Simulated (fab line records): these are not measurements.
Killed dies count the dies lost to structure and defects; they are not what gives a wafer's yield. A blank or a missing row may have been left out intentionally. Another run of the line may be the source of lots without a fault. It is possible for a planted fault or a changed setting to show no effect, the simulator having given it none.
Which tool did it? :: flow gf180mcu :: 12 lots, 36 wafers sampled, at 2 steps of a route of 602

## WHAT EACH GAUGE READ, for each wafer
GF_V2_THK_MEAS_01.
lot: L075
measured: day 19 09:20
on: film metro-04
V2_CVD_00_THK (nm): 588 585 591

lot: L077
measured: day 20 13:20
on: film metro-04
V2_CVD_00_THK (nm): 597 618 594

lot: L079
measured: day 21 03:30
on: film metro-04
V2_CVD_00_THK (nm): 603 607 603

lot: L081
measured: day 21 20:04
on: film metro-01
V2_CVD_00_THK (nm): 607 605 609

lot: L083
measured: day 22 18:22
on: film metro-02
V2_CVD_00_THK (nm): 602 593 595

lot: L085
measured: day 23 09:31
on: film metro-02
V2_CVD_00_THK (nm): 587 593 595

lot: L087
measured: day 24 00:02
on: film metro-02
V2_CVD_00_THK (nm): 606 601 609

lot: L089
measured: day 24 19:34
on: film metro-01
V2_CVD_00_THK (nm): 622 610 611

lot: L091
measured: day 25 06:53
on: film metro-04
V2_CVD_00_THK (nm): 608 606 607

lot: L093
measured: day 25 20:58
on: film metro-02
V2_CVD_00_THK (nm): 607 610 604

lot: L095
measured: day 26 12:47
on: film metro-04
V2_CVD_00_THK (nm): 609 602 607

lot: L097
measured: day 27 00:37
on: film metro-02
V2_CVD_00_THK (nm): 603 602 607

## WHICH TOOL RAN EACH LOT (tool, then ch and the chambers of the sampled wafers, then the start)
lot: L075
GF_CONTACT_CMP_04: cmp-02 ch 0,1, day 15 08:12

lot: L077
GF_CONTACT_CMP_04: cmp-02 ch 0,2, day 16 09:03

lot: L079
GF_CONTACT_CMP_04: cmp-02 ch 0,1,2, day 16 23:29

lot: L081
GF_CONTACT_CMP_04: cmp-02 ch 0,2,3, day 17 14:25

lot: L083
GF_CONTACT_CMP_04: cmp-02 ch 1,2,3, day 18 12:14

lot: L085
GF_CONTACT_CMP_04: cmp-02 ch 0,1,2, day 19 05:08

lot: L087
GF_CONTACT_CMP_04: cmp-02 ch 0,1,3, day 19 20:38

lot: L089
GF_CONTACT_CMP_04: cmp-01 ch 1,2, day 20 16:27

lot: L091
GF_CONTACT_CMP_04: cmp-02 ch 1,2,3, day 21 06:14

lot: L093
GF_CONTACT_CMP_04: cmp-01 ch 1,3, day 21 21:55

lot: L095
GF_CONTACT_CMP_04: cmp-01 ch 0,1,3, day 22 14:30

lot: L097
GF_CONTACT_CMP_04: cmp-01 ch 0,1,3, day 23 03:13
- GF_CONTACT_CMP_04: polishes SiO2.

## THE ANSWER, worked out from the rows above alone
Rule: what is usual is taken from the lots themselves. Put in order of their means at a reading, lots are off if they are a third of the lots or fewer, leave a main group of 4 or more, and stand apart from it by a gap of 3 or more times the standard deviation of the main group's means; of several such gaps the widest counts. If all means in a main group match to the digits the tables above print for the reading, that group is not used. A lot without any number at a reading at which 4 lots or more have one is off too. All remaining lots with rows at the step are treated as sound.
No lot is off at any reading shown: from this, nothing can be told.

## WHAT THE SIMULATOR HAD INSERTED
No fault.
